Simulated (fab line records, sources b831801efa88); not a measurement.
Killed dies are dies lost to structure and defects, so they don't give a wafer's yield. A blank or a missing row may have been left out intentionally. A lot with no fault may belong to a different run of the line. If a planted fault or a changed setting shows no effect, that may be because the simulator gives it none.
A struck lot beside a sound one | flow sky130 | 16 out of 708 route steps
Sound: the wafers L394.1, L394.3, L394.6. Struck: wafers L386.1, L386.6. (L386.5 of the same lot was not struck and is left out.) The cause comes at the end.
Order at every step that has rows: each side's tool, ch and its chambers, its first start. Under that, the readings that differ: sound wafers | struck wafers | difference of the means | sigmas: that difference in standard deviations of wafers without a fault.
alike: same words and numbers on both sides, and readings whose means sit less than 2 such deviations apart. not compared: any withheld reading, any reading some wafer has no value for, any bound like >300 that may hide the same value, and any number with overlapping values for which the record gives no deviation.
The two part at a step that has a row with sigmas, a row that says differs or no value, or rows on one side only. Numbers that don't overlap but have no deviation are shown without sigmas and don't part them. A reading that every wafer of one side lacks parts them only if that side has two wafers or more.

first, 3 steps without rows for these wafers: SKY_VIA1_EXPOSE_09 (exposes mask VIM, target cd 150 nm); SKY_VIA1_PEB_10; SKY_VIA1_DEVELOP_11 (develop time 60 s).
SKY_VIA1_CD_MEAS_12: target cd 150 nm.
  sound on cdSem-01, day 39 19:23; struck on cdSem-02, day 37 13:38
  alike: cdNm
SKY_VIA1_OVL_MEAS_13:
  sound on overlay-02, day 39 19:30; struck on overlay-02, day 37 13:45
  alike: VIA1_OVL
SKY_VIA1_ETCH_14: etches BARC in N2/H2, stops on SiO2, time 45.9 s, target depth 60 nm.
  sound on rieDiel-04 ch 1,2, day 39 19:32; struck on rieDiel-02 ch 0, day 37 13:47
  alike: biasW, drypumpMotorCurrentA, oesProductAu, rfFwdPowerW, throttleValvePct
  not compared: rfHoursCounterH
SKY_VIA1_ETCH_15: etches SiO2 in C4F8/O2/Ar, stops on TiN, target depth 351 nm, time 54 s.
  sound on rieDiel-04 ch 1,2, day 39 19:35; struck on rieDiel-02 ch 0, day 37 13:50
  alike: biasW, oesProductAu, rfFwdPowerW
  not compared: rfHoursCounterH
SKY_VIA1_STRIP_16: strips in O2/N2.
  sound on plasmaAsher-03 ch 0,1, day 39 19:38; struck on plasmaAsher-04 ch 0,1, day 37 13:52
  alike: drypumpMotorCurrentA, oesProductAu, stripTimeToEndpointS
  not compared: rfHoursCounterH
then, 3 steps without rows for these wafers: SKY_VIA1_STRIP_17 (strips in post etch residue remover, time 1200 s); SKY_VIA1_CLEAN_18 (cleans in IPA, time 180 s); SKY_VIA1_CLEAN_19 (cleans in O3/DIW).
SKY_VIA1_SPUTTER_20: material TiN, target thk 20 nm, time 80 s.
  sound on pvdSputter-04, day 39 20:16; struck on pvdSputter-04, day 37 14:28
  alike: throttleValvePct
SKY_VIA1_CVD_21: deposits W, target thk 270 nm, time 80.902 s.
  sound on cvdW-02 ch 0,1, day 39 20:19; struck on cvdW-01 ch 0,1, day 37 14:32
reading                           | sound             | struck      | difference | sigmas
model.W_of_VIA1_CVD_21.thkNm (nm) | 267.4 265.4 265.1 | 260.5 254.9 | -8.3       | 
  alike: heaterPowerW
SKY_VIA1_RS_MEAS_22: a four-point-probe measurement.
  sound on filmMetro-01, day 39 20:25; struck on filmMetro-04, day 37 14:37
reading            | sound             | struck      | difference | sigmas
VIA1_W_RS (ohm/sq) | 0.432 0.434 0.435 | 0.444 0.453 | +0.015     | +3
SKY_VIA1_THK_MEAS_23: measures by xrf.
  sound on filmMetro-01, day 39 20:32; struck on filmMetro-04, day 37 14:44
  alike: VIA1_W_THK
following that, these wafers have no rows for 1 step: SKY_PAD_OPEN_PROBE_99.

== WHERE THEY PART ==
At SKY_VIA1_RS_MEAS_22 and nowhere else, as far as this record goes. Later steps at which nothing parts them and some readings are alike: SKY_VIA1_THK_MEAS_23.

WHY: the cause the simulator had injected
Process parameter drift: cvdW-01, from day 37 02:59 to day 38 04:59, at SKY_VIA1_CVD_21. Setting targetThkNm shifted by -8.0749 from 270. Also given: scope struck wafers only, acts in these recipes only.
